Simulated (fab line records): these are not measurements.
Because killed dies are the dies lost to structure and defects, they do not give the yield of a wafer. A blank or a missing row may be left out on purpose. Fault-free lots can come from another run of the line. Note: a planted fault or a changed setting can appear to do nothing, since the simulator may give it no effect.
fab line records | flow sfq-line
record: lots: 13 | wafers: 39 | last-day: 94
route steps=325 shown M0@38 I1@84 I2@114 JJ@182
lots that met no fault: taken from a fault-free run of the same line
start-h: hours from the record's first day to the start of the lot's first wafer shown | wait-h: hours elapsed since this lot's preceding step | " same as the row above | L1.1+2: one row covering several wafers at once | - no value present, or no start provided | * or withheld: withheld | < > ~ a bound
route shown NAME@n: NAME is a module with steps in the file, n the number in the route of the first one | usual: mean/standard deviation of fault-free wafers | same: alike in all rows | chamber/n: place in a boat | sites: each site's reading | _std_site: standard deviation across them | _edge_site: inner sites' mean taken away from outer sites' mean | radius-mm: for every site, how far away it sits from the centre of the wafer | mask NAME#n: copy n | behind: the tool/chamber that last shaped the wafer | hold: reason for holding the lot/hours on hold/outcome of the hold | device: the transistor (n, p or np) that didn't switch | end of line: the same wafers' tests at the end of the route | step lacking rows: just its recipe | killed: at the first sort, the dies lost to defects and structure; wafer yield is something else | map: shows each die of a wafer: x if killed, . if not, _ if none is there
set.NAME: the run value of the setting; set.NAME@STEP: its run value at that earlier step | model.NAME: the simulator's own value behind a step, which no gauge read
route steps across a sampled set of lots; one table per step, one row per wafer
services: when a tool's chamber went out of use (start-h, in hours from the record's first day, below 0 if earlier), for how many hours, and the reason
== steps ==
step: SFQ_M0_OVL_MEAS_906
usual: M0_OVL: -3/5.3
lot.wafer | tool       | chamber | start-h | wait-h | M0_OVL[nm]
L874.2    | overlay-01 | -       | 136.22  | 0.1    | -4
L874.5    | "          | -       | "       | "      | 2
L874.6    | "          | -       | "       | "      | -2
L875.3    | overlay-02 | -       | 143.43  | 0.1    | -2
L875.5    | "          | -       | "       | "      | 1
L875.6    | "          | -       | "       | "      | 9
L876.2    | overlay-01 | -       | 147.02  | 0.1    | 1
L876.3    | "          | -       | "       | "      | -8
L876.4    | "          | -       | "       | "      | -3
L877.2    | overlay-02 | -       | 150.62  | 0.1    | 1
L877.3    | "          | -       | "       | "      | -1
L877.5    | "          | -       | "       | "      | -4
L878.3    | overlay-02 | -       | 157.83  | 0.1    | 1
L878.5    | "          | -       | "       | "      | 1
L878.6    | "          | -       | "       | "      | -2
L879.2    | overlay-02 | -       | 161.42  | 0.1    | -6
L879.3    | "          | -       | "       | "      | -4
L879.5    | "          | -       | "       | "      | -4
L880.1    | overlay-01 | -       | 168.62  | 0.1    | -4
L880.5    | "          | -       | "       | "      | -3
L880.6    | "          | -       | "       | "      | -9
L881.2    | overlay-01 | -       | 174.62  | 0.1    | -7
L881.3    | "          | -       | "       | "      | -6
L881.4    | "          | -       | "       | "      | -5
L889.2    | overlay-01 | -       | 246.72  | 0.1    | -3
L889.4    | "          | -       | "       | "      | -8
L889.6    | "          | -       | "       | "      | -2
L890.1    | overlay-02 | -       | 258.72  | 0.1    | -1
L890.5    | "          | -       | "       | "      | 2
L890.6    | "          | -       | "       | "      | 2
L894.1    | overlay-02 | -       | 285.12  | 0.1    | -5
L894.2    | "          | -       | "       | "      | -6
L894.3    | "          | -       | "       | "      | -7
L895.1    | overlay-02 | -       | 287.52  | 0.1    | -8
L895.2    | "          | -       | "       | "      | -6
L895.4    | "          | -       | "       | "      | -7
L897.1    | overlay-01 | -       | 298.37  | 0.1    | -15
L897.4    | "          | -       | "       | "      | -2
L897.5    | "          | -       | "       | "      | -10
step: SFQ_TRILAYER_I1_VIA_BARC_OPEN_VIA_ETCH_071
recipe: mask-material: PR | chemistry: O2 | target-depth-nm: 125 | target: BARC | source-w: 500 | bias-w: 80 | pressure-mtorr: 30 | time-s: 41.7
usual: drypump-motor-current-A: 5.6/0.39 | oes-product-au: 0.686/0.0046 | run-length-s: 70.1/0.41
lot.wafer | tool        | chamber | start-h | wait-h | drypump-motor-current-A | oes-product-au | rf-hours-counter-h | run-length-s
L874.2    | rie-diel-04 | 0       | 322.09  | 0.0    | 5.0                     | 0.676          | 74                 | 69.2
L874.5    | "           | 0       | "       | "      | 5.0                     | 0.675          | -                  | 69.3
L874.6    | "           | 1       | "       | "      | 5.1                     | 0.688          | -                  | 70.2
L875.3    | rie-diel-02 | 1       | 332.89  | 0.0    | 5.5                     | 0.682          | 86                 | 70.4
L875.5    | "           | 2       | "       | "      | 6.3                     | 0.685          | -                  | 69.8
L875.6    | "           | 3       | "       | "      | 5.2                     | 0.682          | -                  | 70.0
L876.2    | rie-diel-02 | 0       | 342.49  | 0.0    | 5.6                     | 0.681          | 10                 | 70.4
L876.3    | "           | 3       | "       | "      | 5.2                     | 0.684          | 51                 | 70.1
L876.4    | "           | 1       | "       | "      | 5.5                     | 0.683          | 86                 | 70.3
L877.2    | rie-diel-03 | 1       | 349.79  | 0.0    | 5.8                     | 0.685          | 77                 | 70.6
L877.3    | "           | 2       | "       | "      | 5.6                     | 0.687          | 7                  | 69.7
L877.5    | "           | 3       | "       | "      | 5.1                     | 0.680          | -                  | 70.5
L878.3    | rie-diel-02 | 2       | 352.19  | 0.0    | 6.3                     | 0.683          | 54                 | 69.5
L878.5    | "           | 0       | "       | "      | 5.6                     | 0.682          | -                  | 70.3
L878.6    | "           | 1       | "       | "      | 5.4                     | 0.692          | -                  | 70.4
L879.2    | rie-diel-03 | 2       | 365.39  | 0.0    | 5.7                     | 0.682          | 7                  | 70.2
L879.3    | "           | 3       | "       | "      | 5.1                     | 0.685          | 108                | 70.2
L879.5    | "           | 2       | "       | "      | 5.6                     | 0.692          | -                  | 70.0
L880.1    | rie-diel-04 | 2       | 374.99  | 0.0    | 6.0                     | 0.687          | 56                 | 70.3
L880.5    | "           | 2       | "       | "      | 6.0                     | 0.687          | -                  | 70.4
L880.6    | "           | 3       | "       | "      | 5.6                     | 0.688          | -                  | 69.8
L881.2    | rie-diel-03 | 1       | 377.39  | 0.0    | 5.8                     | 0.685          | 77                 | 70.4
L881.3    | "           | 0       | "       | "      | 5.9                     | 0.684          | 8                  | 69.6
L881.4    | "           | 3       | "       | "      | 5.1                     | 0.689          | 109                | 70.5
L889.2    | rie-diel-02 | 0       | 466.70  | 0.0    | 5.6                     | 0.687          | 12                 | 70.5
L889.4    | "           | 0       | "       | "      | 5.6                     | 0.686          | -                  | 71.0
L889.6    | "           | 3       | "       | "      | 5.2                     | 0.687          | -                  | 69.8
L890.1    | rie-diel-03 | 3       | 480.25  | 0.0    | 5.1                     | 0.680          | 0                  | 70.1
L890.5    | "           | 2       | "       | "      | 5.6                     | 0.687          | -                  | 69.8
L890.6    | "           | 3       | "       | "      | 5.1                     | 0.688          | -                  | 70.6
L894.1    | rie-diel-04 | 1       | 515.05  | 0.0    | 5.1                     | 0.691          | 22                 | 70.8
L894.2    | "           | 2       | "       | "      | 6.0                     | 0.690          | 58                 | 70.7
L894.3    | "           | 2       | "       | "      | 6.0                     | 0.688          | -                  | 70.4
L895.1    | rie-diel-04 | 2       | 527.15  | 0.0    | 6.0                     | 0.684          | 58                 | 70.6
L895.2    | "           | 3       | "       | "      | 5.6                     | 0.687          | 3                  | 69.8
L895.4    | "           | 0       | "       | "      | 5.0                     | 0.680          | 77                 | 69.6
L897.1    | rie-diel-03 | 0       | 546.35  | 0.0    | 5.8                     | 0.682          | 11                 | 69.7
L897.4    | "           | 2       | "       | "      | 5.6                     | 0.693          | 11                 | 69.9
L897.5    | "           | 0       | "       | "      | 5.8                     | 0.683          | -                  | 69.8
step: SFQ_TRILAYER_I2_VIA_BARC_OPEN_VIA_ETCH_096
recipe: mask-material: PR | chemistry: O2 | target-depth-nm: 125 | target: BARC | source-w: 500 | bias-w: 80 | pressure-mtorr: 30 | time-s: 41.7
usual: drypump-motor-current-A: 5.6/0.39 | oes-product-au: 0.685/0.0046 | run-length-s: 70.1/0.36
lot.wafer | tool        | chamber | start-h | wait-h | drypump-motor-current-A | oes-product-au | rf-hours-counter-h | run-length-s
L874.2    | rie-diel-01 | 3       | 489.68  | 0.0    | 5.9                     | 0.680          | 14                 | 69.8
L874.5    | "           | 2       | "       | "      | 5.6                     | 0.692          | -                  | 70.2
L874.6    | "           | 3       | "       | "      | 5.9                     | 0.683          | -                  | 70.2
L875.3    | rie-diel-04 | 1       | 499.28  | 0.0    | 5.2                     | 0.672          | 21                 | 70.3
L875.5    | "           | 1       | "       | "      | 5.2                     | 0.682          | -                  | 70.3
L875.6    | "           | 0       | "       | "      | 5.0                     | 0.679          | -                  | 69.3
L876.2    | rie-diel-01 | 1       | 516.08  | 0.0    | 6.1                     | 0.690          | 39                 | 71.1
L876.3    | "           | 0       | "       | "      | 5.2                     | 0.687          | 6                  | 70.0
L876.4    | "           | 2       | "       | "      | 5.6                     | 0.693          | 2                  | 70.3
L877.2    | rie-diel-02 | 3       | 525.68  | 0.0    | 5.3                     | 0.691          | 55                 | 69.9
L877.3    | "           | 0       | "       | "      | 5.7                     | 0.688          | 13                 | 70.4
L877.5    | "           | 3       | "       | "      | 5.2                     | 0.692          | -                  | 70.2
L878.3    | rie-diel-02 | 3       | 529.28  | 0.0    | 5.2                     | 0.680          | 55                 | 69.7
L878.5    | "           | 2       | "       | "      | 6.3                     | 0.678          | -                  | 69.6
L878.6    | "           | 3       | "       | "      | 5.2                     | 0.692          | -                  | 70.2
L879.2    | rie-diel-04 | 1       | 543.43  | 0.0    | 5.2                     | 0.678          | 22                 | 70.1
L879.3    | "           | 0       | "       | "      | 5.0                     | 0.683          | 78                 | 69.7
L879.5    | "           | 3       | "       | "      | 5.6                     | 0.684          | -                  | 69.7
L880.1    | rie-diel-01 | 0       | 557.83  | 0.0    | 5.2                     | 0.683          | 7                  | 70.3
L880.5    | "           | 0       | "       | "      | 5.2                     | 0.689          | -                  | 70.0
L880.6    | "           | 2       | "       | "      | 5.6                     | 0.683          | -                  | 70.2
L881.2    | rie-diel-01 | 3       | 562.63  | 0.0    | 5.9                     | 0.684          | 15                 | 70.0
L881.3    | "           | 2       | "       | "      | 5.6                     | 0.695          | 3                  | 70.2
L881.4    | "           | 0       | "       | "      | 5.2                     | 0.689          | 7                  | 69.8
L889.2    | rie-diel-04 | 0       | 649.00  | 0.0    | 5.0                     | 0.567          | 0                  | 96.7
L889.4    | "           | 3       | "       | "      | 5.6                     | 0.565          | 5                  | 96.9
L889.6    | "           | 3       | "       | "      | 5.6                     | 0.559          | -                  | 96.9
L890.1    | rie-diel-04 | 1       | 666.03  | 0.0    | 5.1                     | 0.564          | 25                 | 97.7
L890.5    | "           | 1       | "       | "      | 5.2                     | 0.562          | -                  | 97.6
L890.6    | "           | 2       | "       | "      | 6.0                     | 0.562          | -                  | 97.3
L894.1    | rie-diel-02 | 0       | 693.73  | 0.0    | 5.7                     | 0.681          | 17                 | 70.1
L894.2    | "           | 3       | "       | "      | 5.3                     | 0.681          | 59                 | 69.7
L894.3    | "           | 1       | "       | "      | 5.5                     | 0.690          | 2                  | 70.7
L895.1    | rie-diel-01 | 2       | 702.13  | 0.0    | 5.6                     | 0.681          | 5                  | 70.4
L895.2    | "           | 1       | "       | "      | 6.1                     | 0.693          | 43                 | 70.3
L895.4    | "           | 3       | "       | "      | 5.9                     | 0.687          | 18                 | 69.9
L897.1    | rie-diel-04 | 1       | 724.73  | 0.0    | 5.2                     | 0.689          | 26                 | 70.6
L897.4    | "           | 0       | "       | "      | 5.0                     | 0.695          | -                  | 69.3
L897.5    | "           | 3       | "       | "      | 5.6                     | 0.686          | -                  | 69.8
step: SFQ_TRILAYER_JJ_TRILAYER_DEP_SPUTTER_112
recipe: material: Nb | base-pressure-pa: 1.33e-06 | chamber-pressure-pa: 0.1333 | substrate-temp-c: 20 | target-thk-nm: 170 | power-w: 2000 | time-s: 113.3
usual: throttle-valve-pct: 29.9/1
lot.wafer | tool           | chamber | start-h | wait-h | throttle-valve-pct
L874.2    | pvd-sputter-05 | -       | 989.63  | 0.5    | 31.8
L874.5    | "              | -       | "       | "      | 32.2
L874.6    | "              | -       | "       | "      | 29.6
L875.3    | pvd-sputter-04 | -       | 990.83  | 0.5    | 28.2
L875.5    | "              | -       | "       | "      | 30.6
L875.6    | "              | -       | "       | "      | 28.2
L876.2    | pvd-sputter-06 | -       | 992.03  | 0.5    | 28.7
L876.3    | "              | -       | "       | "      | 29.5
L876.4    | "              | -       | "       | "      | 29.6
L877.2    | pvd-sputter-05 | -       | 993.23  | 0.5    | 30.5
L877.3    | "              | -       | "       | "      | 29.2
L877.5    | "              | -       | "       | "      | 32.1
L878.3    | pvd-sputter-04 | -       | 994.43  | 0.5    | 28.7
L878.5    | "              | -       | "       | "      | 28.0
L878.6    | "              | -       | "       | "      | 30.6
L879.2    | pvd-sputter-06 | -       | 995.63  | 0.5    | 29.0
L879.3    | "              | -       | "       | "      | 29.7
L879.5    | "              | -       | "       | "      | 28.7
L880.1    | pvd-sputter-05 | -       | 1016.85 | 0.5    | 31.6
L880.5    | "              | -       | "       | "      | 32.0
L880.6    | "              | -       | "       | "      | 29.2
L881.2    | pvd-sputter-05 | -       | 1025.54 | 0.5    | 30.6
L881.3    | "              | -       | "       | "      | 29.8
L881.4    | "              | -       | "       | "      | 29.2
L889.2    | pvd-sputter-05 | -       | 1266.21 | 0.5    | 29.3
L889.4    | "              | -       | "       | "      | 29.8
L889.6    | "              | -       | "       | "      | 30.1
L890.1    | pvd-sputter-04 | -       | 1269.81 | 0.5    | 27.9
L890.5    | "              | -       | "       | "      | 30.7
L890.6    | "              | -       | "       | "      | 30.6
L894.1    | pvd-sputter-04 | -       | 1297.20 | 0.5    | 28.8
L894.2    | "              | -       | "       | "      | 28.3
L894.3    | "              | -       | "       | "      | 30.7
L895.1    | pvd-sputter-05 | -       | 1310.82 | 0.5    | 29.3
L895.2    | "              | -       | "       | "      | 30.3
L895.4    | "              | -       | "       | "      | 31.9
L897.1    | pvd-sputter-04 | -       | 1327.62 | 0.5    | 30.6
L897.4    | "              | -       | "       | "      | 28.7
L897.5    | "              | -       | "       | "      | 30.8
== services ==
tool        | chamber | start-h | hours | kind
rie-diel-02 | -       | 330.43  | 0.3   | repair
rie-diel-02 | 0       | 333.78  | 4.0   | repair
rie-diel-04 | 2       | 346.53  | 7.4   | repair
rie-diel-04 | 2       | 435.85  | 7.3   | repair
rie-diel-02 | 1       | 462.76  | 11.7  | repair
rie-diel-04 | 1       | 500.09  | 4.6   | repair
rie-diel-04 | 0       | 502.93  | 15.7  | repair
rie-diel-04 | 3       | 512.85  | 2.9   | repair
rie-diel-02 | 0       | 532.10  | 7.1   | repair
rie-diel-02 | 1       | 578.79  | 7.2   | repair
rie-diel-02 | 2       | 579.15  | 2.9   | repair
rie-diel-02 | 3       | 587.19  | 17.6  | repair
rie-diel-04 | 0       | 610.47  | 5.3   | repair
rie-diel-04 | 1       | 702.71  | 10.5  | repair
rie-diel-04 | 2       | 707.30  | 15.3  | repair
rie-diel-02 | 1       | 758.71  | 8.6   | repair
rie-diel-02 | -       | 776.90  | 0.4   | repair
rie-diel-04 | -       | 977.97  | 14.6  | pm
rie-diel-04 | 2       | 996.72  | 6.2   | repair
rie-diel-02 | 0       | 1056.92 | 2.2   | repair
rie-diel-04 | 0       | 1098.02 | 8.5   | repair
rie-diel-04 | 3       | 1111.44 | 8.6   | repair
rie-diel-02 | -       | 1125.34 | 2.8   | pm
rie-diel-04 | 3       | 1161.54 | 8.6   | repair
== key ==
first-sign: step: SFQ_TRILAYER_I2_VIA_BARC_OPEN_VIA_ETCH_096 | reading: run-length-s | direction: up | sigmas: 75 | usual: * | struck: *
effect: step: SFQ_TRILAYER_I2_VIA_BARC_OPEN_VIA_ETCH_096 | reading: oes-product-au | direction: down | sigmas: 27 | usual: 0.685 | struck: 0.563
met-at SFQ_TRILAYER_I2_VIA_BARC_OPEN_VIA_ETCH_096
struck-lots L889,L890
not-acting-at SFQ_M0_OVL_MEAS_906,SFQ_TRILAYER_I1_VIA_BARC_OPEN_VIA_ETCH_071,SFQ_TRILAYER_JJ_TRILAYER_DEP_SPUTTER_112
onset-between 543.43 649.00
fault: kind: process-parameter-drift | tool: rie-diel-04 | chamber: - | onset-h: 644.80 | steps: SFQ_TRILAYER_I2_VIA_BARC_OPEN_VIA_ETCH_096 | channel: time-s | offset: * | shape: step | end-h: 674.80 | acts-in: * | stated: *
